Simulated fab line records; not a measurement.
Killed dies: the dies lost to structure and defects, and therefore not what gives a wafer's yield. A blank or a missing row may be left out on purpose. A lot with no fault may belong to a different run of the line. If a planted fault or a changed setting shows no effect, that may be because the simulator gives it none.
Chamber matching    flow sky130    3 sister chambers for SKY_CAPM_CVD_00 on pecvd-03
The step deposits SiO2, target thk 15.5 nm. 3 wafers are shown with their chamber, then 12 later ones without.

== WAFERS PAIRED WITH THEIR CHAMBERS ==
wafer   chamber  rf-fwd-power-W (W)
L085.2  1        444.0
L087.3  0        439.1
L087.6  2        439.7

== WAFERS WITHOUT THEIR CHAMBER ==
wafer   rf-fwd-power-W (W)
L088.2  439.0
L088.3  443.0
L088.5  444.9
L089.4  440.6
L089.5  438.8
L089.6  443.8
L091.4  441.7
L091.5  436.8
L091.6  439.5
L097.1  441.6
L097.3  441.6
L097.5  440.1

== WHICH CHAMBER EACH WENT THROUGH ==
wafer   from the rows above           in truth
L088.2  can't be placed: 0 or 2       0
L088.3  can't be placed: 1 or 2       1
L088.5  1                             1
L089.4  can't be placed: 2 or 0 or 1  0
L089.5  can't be placed: 0 or 2       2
L089.6  1                             1
L091.4  can't be placed: 2 or 1 or 0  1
L091.5  can't be placed: 0 or 2       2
L091.6  can't be placed: 2 or 0       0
L097.1  can't be placed: 2 or 1 or 0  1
L097.3  can't be placed: 2 or 1 or 0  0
L097.5  can't be placed: 2 or 0       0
Correct placement for 2 of the 12. Cannot be placed on the basis of these rows: 10; the candidates contain the true chamber in 10. Placed wrongly: 0.
How it was worked out, from the rows above alone: a wafer's distance from a chamber is the root of the sum, over the readings, of the square of ((its reading less the chamber's mean) divided by the reading's scatter). The wafer belongs to the nearest chamber; if the next one is less than 2 further off, it can't be placed. A chamber's mean is the mean of its shown wafers. The scatter: root of mean squared gap, hidden wafer to nearest shown wafer, with one shown wafer a chamber.
